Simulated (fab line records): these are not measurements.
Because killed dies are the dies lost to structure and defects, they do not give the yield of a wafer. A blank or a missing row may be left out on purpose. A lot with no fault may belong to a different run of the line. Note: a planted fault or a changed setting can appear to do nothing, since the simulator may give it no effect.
fab line records + flow sky130
[record]
- lots = 10
- wafers = 30
- last-day = 50
route steps=708 shown RES_XHIGH@340 LI_CONTACT@363 LOCAL_INTERCONNECT@387 PAD_OPEN@708
lots untouched by any fault: they come from a run of this same line in which no faults occurred
start-h: the number of hours between the record's first day and the start of the first shown wafer of the lot + wait-h: hours from the lot's prior step to this one + " unchanged from the row above + L1.1+2: several wafers, shown together as one row + - no value present, or no start provided + * or withheld: withheld + < > ~ a bound
route shown NAME@n: a module of which the file shows steps, and the number in the route of the first + usual: mean/standard deviation taken from wafers without a fault + same: alike in all rows + chamber/n: place in a boat + sites: each site's reading + _std_site: the standard deviation of these + _edge_site: mean of outer sites minus mean of inner sites + radius-mm: how far each site lies from the wafer's centre + mask NAME#n: copy n + behind: the tool/chamber that last shaped the wafer + hold: why the lot was held/for how many hours/how that ended + device: the transistor (n, p or np) that didn't switch + end of line: the tests these same wafers got at the end of their route + step lacking rows: just its recipe + killed: dies that structure and defects cost at the first sort, which is not the same as the wafer's yield + map: a wafer's dies, marking killed ones x, the rest . and places with no die _
set.NAME: the setting the step ran with; set.NAME@STEP: the setting that earlier step ran with + model.NAME: the simulator's own value behind a step, which no gauge read
route steps across a sampled set of lots; one table per step, one row per wafer
services: the hour from which a tool's chamber was out of use, counted from the record's first day as start-h (under 0 if before that day), plus the number of hours and why
[[steps]]
[step SKY_RES_XHIGH_STRIP_08]
[recipe]
- chemistry = O2/N2
- power-w = 1400
- pressure-mtorr = 1500
- platen-temp-c = withheld
- o2-flow-sccm = 3000
- n2-flow-sccm = 300
- overash-fraction = 0.5
[usual]
- drypump-motor-current-A = 5.7/0.34
- oes-product-au = 0.711/0.004
- strip-time-to-endpoint-s = 14.27/0.041
| lot.wafer | tool            | chamber | start-h | wait-h | drypump-motor-current-A | oes-product-au | rf-hours-counter-h | strip-time-to-endpoint-s |
|-----------|-----------------|---------|---------|--------|-------------------------|----------------|--------------------|--------------------------|
| L254.1    | plasma-asher-01 | 0       | 659.30  | 0.1    | 5.8                     | 0.711          | 51                 | 14.27                    |
| L254.2    | "               | 1       | "       | "      | 6.4                     | 0.713          | 51                 | 14.22                    |
| L254.6    | "               | 0       | "       | "      | 5.8                     | 0.701          | -                  | 14.25                    |
| L253.2    | plasma-asher-01 | 0       | 659.63  | 0.1    | 5.8                     | 0.706          | 51                 | 14.29                    |
| L253.3    | "               | 1       | "       | "      | 6.3                     | 0.709          | -                  | 14.23                    |
| L253.5    | "               | 0       | "       | "      | 5.8                     | 0.708          | -                  | 14.19                    |
| L255.4    | plasma-asher-02 | 0       | 661.72  | 0.1    | 5.5                     | 0.707          | -                  | 14.33                    |
| L255.5    | "               | 1       | "       | "      | 5.4                     | 0.710          | -                  | 14.27                    |
| L255.6    | "               | 0       | "       | "      | 5.5                     | 0.710          | -                  | 14.28                    |
| L259.3    | plasma-asher-03 | 1       | 694.42  | 0.1    | 5.4                     | 0.718          | -                  | 14.20                    |
| L259.4    | "               | 0       | "       | "      | 5.4                     | 0.710          | -                  | 14.19                    |
| L259.5    | "               | 0       | "       | "      | 5.5                     | 0.711          | -                  | 14.23                    |
| L263.3    | plasma-asher-02 | 1       | 738.07  | 0.1    | 5.4                     | 0.715          | -                  | 14.20                    |
| L263.4    | "               | 0       | "       | "      | 5.5                     | 0.707          | -                  | 14.25                    |
| L263.5    | "               | 0       | "       | "      | 5.5                     | 0.716          | -                  | 14.28                    |
| L264.2    | plasma-asher-02 | 1       | 739.64  | 0.1    | 5.4                     | 0.704          | 29                 | 14.27                    |
| L264.4    | "               | 0       | "       | "      | 5.5                     | 0.717          | -                  | 14.34                    |
| L264.5    | "               | 1       | "       | "      | 5.4                     | 0.709          | -                  | 14.27                    |
| L266.2    | plasma-asher-03 | 1       | 746.50  | 0.1    | 5.4                     | 0.711          | 0                  | 14.26                    |
| L266.4    | "               | 1       | "       | "      | 5.4                     | 0.712          | -                  | 14.27                    |
| L266.5    | "               | 0       | "       | "      | 5.4                     | 0.708          | -                  | 14.31                    |
| L270.2    | plasma-asher-01 | 0       | 783.40  | 0.1    | 5.8                     | 0.716          | 64                 | 14.21                    |
| L270.3    | "               | 1       | "       | "      | 6.3                     | 0.712          | -                  | 14.22                    |
| L270.6    | "               | 1       | "       | "      | 6.4                     | 0.710          | -                  | 14.20                    |
| L271.1    | plasma-asher-01 | 1       | 803.40  | 0.1    | 6.3                     | 0.711          | 66                 | 14.25                    |
| L271.4    | "               | 0       | "       | "      | 5.8                     | 0.706          | -                  | 14.28                    |
| L271.6    | "               | 1       | "       | "      | 6.3                     | 0.717          | -                  | 14.25                    |
| L272.2    | plasma-asher-02 | 0       | 804.53  | 0.1    | 5.5                     | 0.711          | 36                 | 14.31                    |
| L272.4    | "               | 1       | "       | "      | 5.4                     | 0.705          | -                  | 14.32                    |
| L272.6    | "               | 1       | "       | "      | 5.4                     | 0.714          | -                  | 14.28                    |
[step SKY_LI_CONTACT_THK_MEAS_01]
[recipe]
- reads = PSG_of_LI_CONTACT_HDPCVD_00
[usual]
- LI_CONTACT_HDPCVD_THK = 931/9.5
| lot.wafer | tool          | chamber | start-h | wait-h | LI_CONTACT_HDPCVD_THK[nm] |
|-----------|---------------|---------|---------|--------|---------------------------|
| L254.1    | film-metro-03 | -       | 689.24  | 0.1    | 924                       |
| L254.2    | "             | -       | "       | "      | 932                       |
| L254.6    | "             | -       | "       | "      | 928                       |
| L253.2    | film-metro-04 | -       | 689.36  | 0.1    | 953                       |
| L253.3    | "             | -       | "       | "      | 946                       |
| L253.5    | "             | -       | "       | "      | 950                       |
| L255.4    | film-metro-01 | -       | 690.85  | 0.0    | 923                       |
| L255.5    | "             | -       | "       | "      | 921                       |
| L255.6    | "             | -       | "       | "      | 927                       |
| L259.3    | film-metro-03 | -       | 723.24  | 0.1    | 935                       |
| L259.4    | "             | -       | "       | "      | 938                       |
| L259.5    | "             | -       | "       | "      | 931                       |
| L263.3    | film-metro-04 | -       | 765.89  | 0.1    | 913                       |
| L263.4    | "             | -       | "       | "      | 917                       |
| L263.5    | "             | -       | "       | "      | 917                       |
| L264.2    | film-metro-04 | -       | 767.08  | 0.1    | 926                       |
| L264.4    | "             | -       | "       | "      | 921                       |
| L264.5    | "             | -       | "       | "      | 927                       |
| L266.2    | film-metro-01 | -       | 774.93  | 0.1    | 921                       |
| L266.4    | "             | -       | "       | "      | 928                       |
| L266.5    | "             | -       | "       | "      | 929                       |
| L270.2    | film-metro-01 | -       | 810.98  | 0.1    | 923                       |
| L270.3    | "             | -       | "       | "      | 923                       |
| L270.6    | "             | -       | "       | "      | 940                       |
| L271.1    | film-metro-01 | -       | 831.20  | 0.1    | 935                       |
| L271.4    | "             | -       | "       | "      | 934                       |
| L271.6    | "             | -       | "       | "      | 928                       |
| L272.2    | film-metro-01 | -       | 832.19  | 0.1    | 944                       |
| L272.4    | "             | -       | "       | "      | 917                       |
| L272.6    | "             | -       | "       | "      | 928                       |
[step SKY_LI_CONTACT_CVD_21]
[recipe]
- material = W
- target-thk-nm = 400
- time-s = 120.56
- temp-c = 400
- pressure-torr = 40
[usual]
- heater-power-w = 830/41
[same]
- time-s = 120.56
| lot.wafer | tool     | chamber | start-h | wait-h | heater-power-w |
|-----------|----------|---------|---------|--------|----------------|
| L254.1    | cvd-w-01 | 1       | 718.51  | 0.0    | 843            |
| L254.2    | "        | 0       | "       | "      | 832            |
| L254.6    | "        | 0       | "       | "      | 838            |
| L253.2    | cvd-w-02 | 0       | 718.63  | 0.0    | 746            |
| L253.3    | "        | 0       | "       | "      | 752            |
| L253.5    | "        | 1       | "       | "      | 843            |
| L255.4    | cvd-w-01 | 1       | 719.91  | 0.1    | 860            |
| L255.5    | "        | 1       | "       | "      | 860            |
| L255.6    | "        | 0       | "       | "      | 855            |
| L259.3    | cvd-w-01 | 0       | 752.00  | 0.1    | 835            |
| L259.4    | "        | 1       | "       | "      | 857            |
| L259.5    | "        | 0       | "       | "      | 814            |
| L263.3    | cvd-w-02 | 1       | 794.21  | 0.1    | 853            |
| L263.4    | "        | 0       | "       | "      | 754            |
| L263.5    | "        | 1       | "       | "      | 834            |
| L264.2    | cvd-w-01 | 0       | 795.97  | 0.0    | 843            |
| L264.4    | "        | 0       | "       | "      | 862            |
| L264.5    | "        | 0       | "       | "      | 838            |
| L266.2    | cvd-w-02 | 0       | 803.08  | 0.0    | 760            |
| L266.4    | "        | 1       | "       | "      | 856            |
| L266.5    | "        | 0       | "       | "      | 753            |
| L270.2    | cvd-w-02 | 1       | 837.87  | 0.0    | 828            |
| L270.3    | "        | 1       | "       | "      | 855            |
| L270.6    | "        | 1       | "       | "      | 847            |
| L271.1    | cvd-w-02 | 1       | 858.62  | 0.0    | 848            |
| L271.4    | "        | 1       | "       | "      | 854            |
| L271.6    | "        | 0       | "       | "      | 760            |
| L272.2    | cvd-w-01 | 0       | 859.77  | 0.0    | 843            |
| L272.4    | "        | 1       | "       | "      | 894            |
| L272.6    | "        | 0       | "       | "      | 824            |
[step SKY_LOCAL_INTERCONNECT_SPUTTER_00]
[recipe]
- material = TiN
- target-thk-nm = 100
- temp-c = 300
- power-w = 6500
- time-s = 83.3
- chamber-pressure-pa = 0.4
[usual]
- cathode-dc-power-W = 6499.9/1.2
- chamber-pressure-pa = 0.3999/0.00082
- throttle-valve-pct = 29.7/1.5
[same]
- time-s = 83.3
| lot.wafer | tool           | chamber | start-h | wait-h | cathode-dc-power-W | chamber-pressure-pa | throttle-valve-pct |
|-----------|----------------|---------|---------|--------|--------------------|---------------------|--------------------|
| L254.1    | pvd-sputter-02 | -       | 719.11  | 0.1    | 6496.9             | 0.3993              | 31.7               |
| L254.2    | "              | -       | "       | "      | 6500.8             | 0.3988              | 27.8               |
| L254.6    | "              | -       | "       | "      | 6499.4             | 0.3991              | 31.5               |
| L253.2    | pvd-sputter-01 | -       | 719.23  | 0.2    | 6500.6             | 0.4016              | 28.5               |
| L253.3    | "              | -       | "       | "      | 6499.3             | 0.4001              | 31.0               |
| L253.5    | "              | -       | "       | "      | 6499.2             | 0.3987              | 27.9               |
| L255.4    | pvd-sputter-02 | -       | 720.47  | 0.1    | 6499.7             | 0.3983              | 27.6               |
| L255.5    | "              | -       | "       | "      | 6499.4             | 0.3990              | 27.8               |
| L255.6    | "              | -       | "       | "      | 6501.9             | 0.3997              | 30.4               |
| L259.3    | pvd-sputter-02 | -       | 752.56  | 0.2    | 6498.2             | 0.3988              | 27.7               |
| L259.4    | "              | -       | "       | "      | 6502.3             | 0.3985              | 30.6               |
| L259.5    | "              | -       | "       | "      | 6499.9             | 0.4001              | 27.7               |
| L263.3    | pvd-sputter-02 | -       | 794.78  | 0.2    | 6498.6             | 0.3993              | 30.6               |
| L263.4    | "              | -       | "       | "      | 6501.4             | 0.4000              | 29.8               |
| L263.5    | "              | -       | "       | "      | 6156.0             | 0.3989              | 27.5               |
| L264.2    | pvd-sputter-02 | -       | 796.57  | 0.2    | 6499.8             | 0.3992              | 29.7               |
| L264.4    | "              | -       | "       | "      | 6154.4             | 0.4002              | 27.6               |
| L264.5    | "              | -       | "       | "      | 6154.7             | 0.3984              | 27.8               |
| L266.2    | pvd-sputter-02 | -       | 803.69  | 0.2    | 6498.3             | 0.4001              | 31.5               |
| L266.4    | "              | -       | "       | "      | 6499.8             | 0.3991              | 30.1               |
| L266.5    | "              | -       | "       | "      | 6156.7             | 0.3993              | 27.4               |
| L270.2    | pvd-sputter-01 | -       | 838.48  | 0.1    | 6501.0             | 0.4020              | 27.7               |
| L270.3    | "              | -       | "       | "      | 6498.5             | 0.3986              | 28.5               |
| L270.6    | "              | -       | "       | "      | 6501.8             | 0.3988              | 31.1               |
| L271.1    | pvd-sputter-01 | -       | 859.41  | 0.2    | 6499.9             | 0.3996              | 28.5               |
| L271.4    | "              | -       | "       | "      | 6499.5             | 0.4009              | 31.1               |
| L271.6    | "              | -       | "       | "      | 6501.4             | 0.3990              | 30.5               |
| L272.2    | pvd-sputter-02 | -       | 860.38  | 0.2    | 6497.7             | 0.3996              | 31.3               |
| L272.4    | "              | -       | "       | "      | 6500.3             | 0.4000              | 27.6               |
| L272.6    | "              | -       | "       | "      | 6499.4             | 0.4003              | 27.6               |
[step SKY_LOCAL_INTERCONNECT_RS_MEAS_01]
[recipe]
- thk-meas-gauge = four-point-probe
- reads = TiN_of_LOCAL_INTERCONNECT_SPUTTER_00
[usual]
- LOCAL_INTERCONNECT_TIN_RS = 14.10/0.18
| lot.wafer | tool          | chamber | start-h | wait-h | LOCAL_INTERCONNECT_TIN_RS[ohm/sq] |
|-----------|---------------|---------|---------|--------|-----------------------------------|
| L254.1    | film-metro-03 | -       | 719.18  | 0.0    | 14.25                             |
| L254.2    | "             | -       | "       | "      | 14.27                             |
| L254.6    | "             | -       | "       | "      | 14.22                             |
| L253.2    | film-metro-04 | -       | 719.32  | 0.1    | 13.90                             |
| L253.3    | "             | -       | "       | "      | 14.24                             |
| L253.5    | "             | -       | "       | "      | 14.02                             |
| L255.4    | film-metro-04 | -       | 720.59  | 0.1    | 13.93                             |
| L255.5    | "             | -       | "       | "      | 13.97                             |
| L255.6    | "             | -       | "       | "      | 14.08                             |
| L259.3    | film-metro-03 | -       | 752.67  | 0.1    | 14.11                             |
| L259.4    | "             | -       | "       | "      | 14.29                             |
| L259.5    | "             | -       | "       | "      | 14.08                             |
| L263.3    | film-metro-02 | -       | 794.88  | 0.1    | 14.12                             |
| L263.4    | "             | -       | "       | "      | 14.30                             |
| L263.5    | "             | -       | "       | "      | 14.85                             |
| L264.2    | film-metro-04 | -       | 796.65  | 0.1    | 14.27                             |
| L264.4    | "             | -       | "       | "      | 14.76                             |
| L264.5    | "             | -       | "       | "      | 14.89                             |
| L266.2    | film-metro-03 | -       | 803.77  | 0.1    | 14.11                             |
| L266.4    | "             | -       | "       | "      | 14.27                             |
| L266.5    | "             | -       | "       | "      | 14.82                             |
| L270.2    | film-metro-03 | -       | 838.56  | 0.1    | 13.87                             |
| L270.3    | "             | -       | "       | "      | 13.75                             |
| L270.6    | "             | -       | "       | "      | 14.04                             |
| L271.1    | film-metro-03 | -       | 859.48  | 0.0    | 13.96                             |
| L271.4    | "             | -       | "       | "      | 14.09                             |
| L271.6    | "             | -       | "       | "      | 14.07                             |
| L272.2    | film-metro-02 | -       | 860.46  | 0.1    | 13.99                             |
| L272.4    | "             | -       | "       | "      | 13.97                             |
| L272.6    | "             | -       | "       | "      | 13.97                             |
[step SKY_LOCAL_INTERCONNECT_THK_MEAS_02]
[recipe]
- thk-meas-gauge = xrf
- reads = TiN_of_LOCAL_INTERCONNECT_SPUTTER_00
[usual]
- LOCAL_INTERCONNECT_TIN_THK = 100.9/1.5
| lot.wafer | tool          | chamber | start-h | wait-h | LOCAL_INTERCONNECT_TIN_THK[nm] |
|-----------|---------------|---------|---------|--------|--------------------------------|
| L254.1    | film-metro-03 | -       | 719.30  | 0.1    | 99.3                           |
| L254.2    | "             | -       | "       | "      | 99.7                           |
| L254.6    | "             | -       | "       | "      | 99.2                           |
| L253.2    | film-metro-04 | -       | 719.43  | 0.1    | 104.0                          |
| L253.3    | "             | -       | "       | "      | 101.9                          |
| L253.5    | "             | -       | "       | "      | 102.6                          |
| L255.4    | film-metro-04 | -       | 720.68  | 0.1    | 104.4                          |
| L255.5    | "             | -       | "       | "      | 103.3                          |
| L255.6    | "             | -       | "       | "      | 102.1                          |
| L259.3    | film-metro-03 | -       | 752.77  | 0.1    | 101.1                          |
| L259.4    | "             | -       | "       | "      | 99.5                           |
| L259.5    | "             | -       | "       | "      | 101.5                          |
| L263.3    | film-metro-02 | -       | 794.98  | 0.1    | 100.5                          |
| L263.4    | "             | -       | "       | "      | 99.0                           |
| L263.5    | "             | -       | "       | "      | 95.6                           |
| L264.2    | film-metro-04 | -       | 796.76  | 0.1    | 100.6                          |
| L264.4    | "             | -       | "       | "      | 97.2                           |
| L264.5    | "             | -       | "       | "      | 96.5                           |
| L266.2    | film-metro-03 | -       | 803.88  | 0.1    | 100.7                          |
| L266.4    | "             | -       | "       | "      | 99.6                           |
| L266.5    | "             | -       | "       | "      | 95.9                           |
| L270.2    | film-metro-03 | -       | 838.67  | 0.1    | 102.2                          |
| L270.3    | "             | -       | "       | "      | 102.7                          |
| L270.6    | "             | -       | "       | "      | 100.7                          |
| L271.1    | film-metro-03 | -       | 859.60  | 0.1    | 101.3                          |
| L271.4    | "             | -       | "       | "      | 100.3                          |
| L271.6    | "             | -       | "       | "      | 100.8                          |
| L272.2    | film-metro-02 | -       | 860.57  | 0.1    | 100.9                          |
| L272.4    | "             | -       | "       | "      | 101.1                          |
| L272.6    | "             | -       | "       | "      | 101.7                          |
[step SKY_LOCAL_INTERCONNECT_METAL_ETCH_14]
[recipe]
- target-depth-nm = 110
- stop-on = PSG
- chemistry = Cl2/BCl3
- target = TiN
- resist-sidewall-deg = 88
- pressure-mtorr = 10
- icp-w = 900
- bias-w = 48.5
- Cl2_flow_sccm = 60
- bcl3-flow-sccm = 30
- time-s = 31.4
[usual]
- drypump-motor-current-A = 5.6/0.39
- oes-product-au = 0.942/0.0086
- throttle-valve-pct = 21.899/0.01
[same]
- time-s = 31.4
| lot.wafer | tool         | chamber | start-h | wait-h | drypump-motor-current-A | oes-product-au | rf-hours-counter-h | throttle-valve-pct |
|-----------|--------------|---------|---------|--------|-------------------------|----------------|--------------------|--------------------|
| L254.1    | rie-metal-03 | 1       | 747.06  | 0.0    | 5.6                     | 0.927          | 9                  | 21.917             |
| L254.2    | "            | 0       | "       | "      | 6.2                     | 0.938          | 4                  | 21.914             |
| L254.6    | "            | 0       | "       | "      | 6.2                     | 0.935          | -                  | 21.899             |
| L253.2    | rie-metal-02 | 1       | 747.10  | 0.0    | 5.6                     | 0.961          | 5                  | 21.887             |
| L253.3    | "            | 1       | "       | "      | 5.6                     | 0.933          | -                  | 21.897             |
| L253.5    | "            | 0       | "       | "      | 5.6                     | 0.952          | -                  | 21.890             |
| L255.4    | rie-metal-01 | 1       | 748.09  | 0.0    | 5.9                     | 0.941          | -                  | 21.890             |
| L255.5    | "            | 0       | "       | "      | 4.9                     | 0.940          | -                  | 21.896             |
| L255.6    | "            | 1       | "       | "      | 5.9                     | 0.949          | -                  | 21.906             |
| L259.3    | rie-metal-02 | 0       | 779.48  | 0.0    | 5.6                     | 0.950          | -                  | 21.896             |
| L259.4    | "            | 1       | "       | "      | 5.6                     | 0.933          | -                  | 21.895             |
| L259.5    | "            | 1       | "       | "      | 5.6                     | 0.949          | -                  | 21.899             |
| L263.3    | rie-metal-02 | 0       | 821.59  | 0.0    | 5.6                     | 0.938          | -                  | 21.883             |
| L263.4    | "            | 1       | "       | "      | 5.6                     | 0.928          | -                  | 21.905             |
| L263.5    | "            | 1       | "       | "      | 5.6                     | 0.912          | -                  | 21.907             |
| L264.2    | rie-metal-02 | 0       | 823.30  | 0.0    | 5.6                     | 0.938          | 14                 | 21.896             |
| L264.4    | "            | 0       | "       | "      | 5.6                     | 0.921          | -                  | 21.911             |
| L264.5    | "            | 0       | "       | "      | 5.6                     | 0.919          | -                  | 21.927             |
| L266.2    | rie-metal-03 | 1       | 830.91  | 0.0    | 5.6                     | 0.946          | 12                 | 21.916             |
| L266.4    | "            | 0       | "       | "      | 6.2                     | 0.946          | -                  | 21.894             |
| L266.5    | "            | 1       | "       | "      | 5.6                     | 0.912          | -                  | 21.922             |
| L270.2    | rie-metal-03 | 0       | 864.96  | 0.0    | 6.2                     | 0.951          | 9                  | 21.909             |
| L270.3    | "            | 1       | "       | "      | 5.6                     | 0.964          | -                  | 21.888             |
| L270.6    | "            | 1       | "       | "      | 5.6                     | 0.951          | -                  | 21.904             |
| L271.1    | rie-metal-03 | 0       | 886.05  | 0.0    | 6.2                     | 0.951          | 10                 | 21.906             |
| L271.4    | "            | 0       | "       | "      | 6.2                     | 0.932          | -                  | 21.888             |
| L271.6    | "            | 1       | "       | "      | 5.6                     | 0.940          | -                  | 21.895             |
| L272.2    | rie-metal-01 | 0       | 886.75  | 0.0    | 4.9                     | 0.944          | 9                  | 21.902             |
| L272.4    | "            | 0       | "       | "      | 4.9                     | 0.943          | -                  | 21.875             |
| L272.6    | "            | 0       | "       | "      | 4.9                     | 0.944          | -                  | 21.907             |
[step SKY_PAD_OPEN_PROBE_99]
[usual]
- killed_at_M0_to_M3 = 44/7.1
- killed_at_M4_up = 3.0/1.9
- killed-at-contacts = 25/5.6
- killed-at-front-end = 14/4.1
- killed-at-other = 0.2/0.44
- killed-dies = 86/9.1
- killed-open = 47/7.4
- killed-short = 39/5.7
[same]
- gross-dies = 492
- killed-at-back-side = 0
| lot.wafer | tool      | chamber | start-h | wait-h | killed_at_M0_to_M3 | killed_at_M4_up | killed-at-contacts | killed-at-front-end | killed-at-other | killed-dies | killed-open | killed-short |
|-----------|-----------|---------|---------|--------|--------------------|-----------------|--------------------|---------------------|-----------------|-------------|-------------|--------------|
| L266.2    | prober-01 | -       | 1165.97 | 0.1    | 36                 | 1               | 34                 | 10                  | 0               | 81          | 51          | 30           |
| L266.4    | prober-01 | -       | 1166.07 | 0.2    | 39                 | 2               | 25                 | 13                  | 1               | 80          | 38          | 42           |
| L266.5    | prober-01 | -       | 1166.12 | 0.2    | 41                 | 3               | 24                 | 15                  | 1               | 84          | 48          | 36           |
// killed by level:class
L266.2 CONTACT:geometric-particle:open=17 VIA1:geometric-particle:open=9 LI_CONTACT:geometric-particle:open=7 VIA3:geometric-particle:open=6 VIA2:geometric-particle:open=6 CONTACT:geometric-particle:short=5 METAL2:geometric-particle:short=5 POLY_GATE:geometric-particle:short=3
L266.4 LI_CONTACT:geometric-particle:open=9 METAL2:geometric-particle:short=8 VIA2:geometric-particle:open=7 CONTACT:geometric-particle:open=6 METAL1:geometric-particle:short=6 CONTACT:geometric-particle:short=5 FIELD_ISO:geometric-particle:open=4 VIA1:geometric-particle:short=4
L266.5 METAL2:geometric-particle:short=11 CONTACT:geometric-particle:open=10 LI_CONTACT:geometric-particle:open=7 VIA1:geometric-particle:open=7 FIELD_ISO:geometric-particle:open=4 POLY_GATE:geometric-particle:open=4 LI_CONTACT:geometric-particle:short=4 VIA2:geometric-particle:open=4
[[services]]
| tool            | chamber | start-h | hours | kind                   |
|-----------------|---------|---------|-------|------------------------|
| rie-metal-01    | 0       | 679.73  | 15.5  | repair                 |
| pvd-sputter-02  | -       | 681.04  | 0.5   | repair                 |
| plasma-asher-02 | -       | 686.95  | 14.6  | pm                     |
| cvd-w-01        | -       | 702.36  | 0.7   | repair                 |
| cvd-w-02        | -       | 702.91  | 0.8   | repair                 |
| cvd-w-01        | -       | 704.64  | 2.8   | pm                     |
| plasma-asher-02 | -       | 710.38  | 5.9   | repair                 |
| plasma-asher-01 | -       | 714.56  | 1.7   | repair                 |
| rie-metal-01    | -       | 720.35  | 1.2   | repair                 |
| cvd-w-01        | 1       | 731.79  | 11.5  | repair                 |
| plasma-asher-03 | -       | 733.84  | 9.0   | pm                     |
| rie-metal-01    | -       | 734.26  | 2.8   | pm                     |
| rie-metal-03    | -       | 737.00  | 0.7   | repair                 |
| pvd-sputter-02  | 1       | 737.43  | -     | consumable-replace:kit |
| pvd-sputter-02  | 1       | 737.43  | 18.0  | scheduled-down         |
| cvd-w-01        | 1       | 744.96  | 3.1   | repair                 |
| plasma-asher-01 | -       | 759.35  | 1.2   | repair                 |
| rie-metal-01    | -       | 774.40  | 1.4   | pm                     |
| pvd-sputter-01  | -       | 782.32  | 7.8   | repair                 |
| plasma-asher-01 | -       | 792.45  | 2.2   | repair                 |
| plasma-asher-01 | -       | 806.03  | 1.4   | repair                 |
| rie-metal-03    | -       | 812.70  | 2.8   | pm                     |
| cvd-w-02        | -       | 862.06  | 4.0   | repair                 |
| rie-metal-02    | -       | 879.81  | 4.3   | pm                     |
[[key]]
[first-sign]
- step = SKY_LOCAL_INTERCONNECT_SPUTTER_00
- reading = cathode-dc-power-W
- direction = down
- sigmas = 99+
- usual = 6499.9
- struck = 6155.5
[effect]
- step = SKY_LOCAL_INTERCONNECT_RS_MEAS_01
- reading = LOCAL_INTERCONNECT_TIN_RS
- direction = up
- sigmas = 4
- usual = 14.10
- struck = 14.83
[effect]
- step = SKY_LOCAL_INTERCONNECT_THK_MEAS_02
- reading = LOCAL_INTERCONNECT_TIN_THK
- direction = down
- sigmas = 3.1
- usual = 100.9
- struck = 96.3
[effect]
- step = SKY_LOCAL_INTERCONNECT_METAL_ETCH_14
- reading = oes-product-au
- direction = down
- sigmas = 3.1
- usual = 0.942
- struck = 0.916
met-at SKY_LOCAL_INTERCONNECT_SPUTTER_00
struck-lots L263,L264,L266
struck-wafers L263.5,L264.4,L264.5,L266.5
tester-left-out L263,L264,L266
not-acting-at SKY_RES_XHIGH_STRIP_08,SKY_LI_CONTACT_THK_MEAS_01,SKY_LI_CONTACT_CVD_21
onset-between 752.56 794.78
[fault]
- kind = process-parameter-drift
- tool = pvd-sputter-02
- chamber = -
- onset-h = 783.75
- steps = SKY_LOCAL_INTERCONNECT_SPUTTER_00
- channel = power-w
- offset = *
- shape = step
- end-h = 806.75
- acts-in = *
- stated = *
- scope = struck-wafers-only
// tester-left-out: of these lots the tester's yield and bins aren't shown, on N5 and GAA mostly nor the transistor test; their killed dies are dies lost to structure and defects alone, not to doping, threshold or leakage, so they don't give the yield
